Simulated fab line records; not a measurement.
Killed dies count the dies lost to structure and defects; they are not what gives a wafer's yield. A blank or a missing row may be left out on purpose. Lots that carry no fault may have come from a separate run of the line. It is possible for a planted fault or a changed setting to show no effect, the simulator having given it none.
Which of the tools did it? / flow sky130 / 21 wafers sampled from 7 lots at 1 step of a route of 708

== WHAT EACH GAUGE READ, for each wafer ==
SKY_VIA3_CD_MEAS_12 targets a cd of 200 nm.
lot=L986; measured=day 40 07:34; on=cd sem-02; cd nm (nm)=199.6 199.9 200.1
lot=L992; measured=day 42 12:46; on=cd sem-02; cd nm (nm)=201.4 201.5 200.7
lot=L996; measured=day 43 04:04; on=cd sem-02; cd nm (nm)=202.2 201.0 200.8
lot=L998; measured=day 43 20:02; on=cd sem-01; cd nm (nm)=200.1 200.1 200.0
lot=L100; measured=day 44 04:08; on=cd sem-01; cd nm (nm)=202.2 202.0 202.7
lot=L102; measured=day 44 22:08; on=cd sem-01; cd nm (nm)=198.9 197.1 199.0
lot=L107; measured=day 45 21:25; on=cd sem-02; cd nm (nm)=201.5 200.3 201.1

== WHICH TOOL RAN EACH LOT (tool, then ch and the chambers of the sampled wafers, then the start) ==
The record shows no process step preceding these readings.

== THE ANSWER, worked out from the rows above alone ==
Rule: the lots themselves supply what counts as usual. The widest of any qualifying gaps counts: lots, ordered by their means at a reading, are off when they make up no more than a third of the lots, leave a main group of 4 or more, and stand apart from it by 3 or more times the standard deviation of that group's means. A main group is skipped when, at the precision printed for the reading in the tables above, its means are all equal. A lot without any number at a reading at which 4 lots or more have one is off too. Any other lot the step has rows for is counted as sound.
Nothing can be told from this: no lot is off at any reading shown.

== WHAT HAD BEEN PUT IN BY THE SIMULATOR ==
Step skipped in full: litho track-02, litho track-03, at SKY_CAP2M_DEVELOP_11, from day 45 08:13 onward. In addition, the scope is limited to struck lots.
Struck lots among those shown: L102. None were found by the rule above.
